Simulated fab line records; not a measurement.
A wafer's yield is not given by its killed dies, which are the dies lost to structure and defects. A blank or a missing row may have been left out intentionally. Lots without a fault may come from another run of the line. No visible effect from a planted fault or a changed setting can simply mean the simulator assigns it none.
One fault seen from 2 desks | flow gf180mcu | only its own numbers are on each desk; what lay behind them is given at the end

== METROLOGY DESK ==
Lot by lot, what the gauges showed, no matter which tool ran the lot: averages of those sampled wafers that carry a number. A lot is out of limits, marked OUT, if its mean lies more than 4 standard deviations from the usual mean; the brackets give that distance.
Columns: A = PASSIVATION_CVD_00_THK at GF_PASSIVATION_THK_MEAS_01, usual 999 nm; B = PASSIVATION_CVD_02_THK at GF_PASSIVATION_THK_MEAS_03, usual 700 nm
lot  | first seen here | A               | B
L582 | day 28 02:59    | 1000            | 698
L583 | day 28 16:34    | 1003            | 699
L585 | day 29 07:16    | 987             | 697
L586 | day 29 20:16    | 1002            | 685
L590 | day 30 17:58    | 1118 (+9.9) OUT | 702
L592 | day 31 07:37    | 1106 (+8.9) OUT | 695
L599 | day 33 01:18    | 997             | 706
L602 | day 33 18:05    | 1013            | 705
L603 | day 33 21:27    | 997             | 701
L604 | day 34 04:50    | 1007            | 701
L605 | day 34 09:07    | 993             | 702
Finding of this desk: L590, L592 out of limits, first seen on L590 at day 30 17:58 (PASSIVATION_CVD_00_THK at GF_PASSIVATION_THK_MEAS_01). L582, L583, L585, L586, L599, L602, L603, L604, L605 stayed within limits.

== TOOL OWNER'S DESK, pecvd-02 ==
The tool's own readings at GF_PASSIVATION_CVD_00 (deposits SiO2 from TEOS, target thk 1000 nm, time 111.95 s): means of the sampled wafers that have a number, for each lot that ran on this tool. A lot is out of limits, marked OUT, if its mean lies more than 4 standard deviations from the usual mean; the brackets give that distance.
Columns: A = heater power w at GF_PASSIVATION_CVD_00, usual 636 W; B = run length s at GF_PASSIVATION_CVD_00, usual 139.5 s
lot  | first seen here | A   | B
L583 | day 28 16:28    | 763 | 139.5
L586 | day 29 20:10    | 711 | 140.1
L590 | day 30 17:54    | 723 | 153.4 (+20) OUT
L592 | day 31 07:32    | 734 | 152.9 (+19) OUT
This desk's verdict: out of limits on L590, L592, starting with L590 at day 30 17:54 (run length s at GF_PASSIVATION_CVD_00). L583, L586 stayed within limits.

== BROUGHT TOGETHER ==
On L590, L592, at day 30 17:54, an alarm was possible from the tool owner's desk.
The metrology desk could have raised an alarm at day 30 17:58, on L590, L592.
The lots listed all ran GF_PASSIVATION_CVD_00 on pecvd-02.

== WHAT THE SIMULATOR HAD INSERTED ==
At GF_PASSIVATION_CVD_00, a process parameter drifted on pecvd-02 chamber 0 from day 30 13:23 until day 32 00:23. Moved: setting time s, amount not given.
Lots struck among those shown: L590, L592.
Delay (hours) between the fault's onset and each desk's first out-of-limits reading: 5 at the tool owner's desk, 5 at the metrology desk.
